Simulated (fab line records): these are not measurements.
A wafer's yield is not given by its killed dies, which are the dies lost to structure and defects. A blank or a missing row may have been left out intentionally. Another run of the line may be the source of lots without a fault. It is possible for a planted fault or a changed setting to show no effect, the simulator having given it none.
One fault through the eyes of 2 desks ; flow sky130 ; each desk holds nothing but its own numbers, with what lay behind them at the end

== THE TOOL OWNER'S DESK: implanter-04 ==
The tool's own readings at SKY_LDD_LDN_IMPLANT_09, given as means over the sampled wafers that have a number, one for each lot that went through this tool. The brackets show how far a lot's mean lies from the usual mean; more than 4 standard deviations puts the lot out of limits, marked OUT.
Columns: A = doseIonsCm2 at SKY_LDD_LDN_IMPLANT_09, usual 1.2501e+13; B = endStationPressureTorr at SKY_LDD_LDN_IMPLANT_09, usual 5.04e-06 Torr; C = faradayCurrentUA at SKY_LDD_LDN_IMPLANT_09, usual 70.5
lot;first seen here;A;B;C
L717;day 24 08:32;1.2502e+13;5.31e-06;70.6
L720;day 25 02:23;1.2620e+12 (-99 or more) OUT;5.01e-06;7.0 (-45) OUT
L722;day 25 13:00;1.2253e+12 (-99 or more) OUT;4.90e-06;6.9 (-45) OUT
L733;day 29 08:56;1.2491e+13;4.91e-06;70.2
L736;day 30 09:49;1.2522e+13;5.00e-06;70.6
L738;day 31 00:34;1.2474e+13;5.38e-06;69.7
L739;day 31 07:59;1.2487e+13;5.04e-06;71.7
This desk's finding: out of limits on L720, L722; first on L720, day 25 02:23 (doseIonsCm2 at SKY_LDD_LDN_IMPLANT_09). In limits: L717, L733, L736, L738, L739.

== FROM THE METROLOGY DESK ==
What the gauges read for every lot (on any tool): the sampled wafers with a number, averaged. The brackets show how far a lot's mean lies from the usual mean; more than 4 standard deviations puts the lot out of limits, marked OUT.
Columns: A = LDD_LDN_TW at SKY_LDD_LDN_TW_MEAS_13, usual 1488
lot;first seen here;A
L716;day 23 19:21;1494
L717;day 24 09:05;1490
L720;day 25 02:56;1364 (-9.5) OUT
L721;day 25 10:24;1494
L722;day 25 13:33;1387 (-7.8) OUT
L728;day 27 21:52;1473
L729;day 28 07:52;1483
L732;day 29 07:42;1502
L733;day 29 09:29;1480
L735;day 30 00:52;1488
L736;day 30 10:21;1478
L737;day 30 18:28;1479
L738;day 31 01:05;1470
L739;day 31 08:32;1468
This desk finds L720, L722 out of limits, with the earliest case on L720 at day 25 02:56 (LDD_LDN_TW at SKY_LDD_LDN_TW_MEAS_13). In limits: L716, L717, L721, L728, L729, L732, L733, L735, L736, L737, L738, L739.

== PUT TOGETHER ==
On L720, L722, at day 25 02:23, an alarm was possible from the tool owner's desk.
An alarm was possible from the metrology desk at day 25 02:56, on L720, L722.
Of the lots named, all ran SKY_LDD_LDN_IMPLANT_09 on implanter-04.

== WHAT WAS PUT IN BY THE SIMULATOR ==
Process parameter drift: implanter-04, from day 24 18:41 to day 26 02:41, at SKY_LDD_LDN_IMPLANT_09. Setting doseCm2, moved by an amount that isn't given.
Lots struck among those shown: L720, L722.
Fault start to first reading out of limits, in hours, per desk: tool owner, 8; metrology, 8.
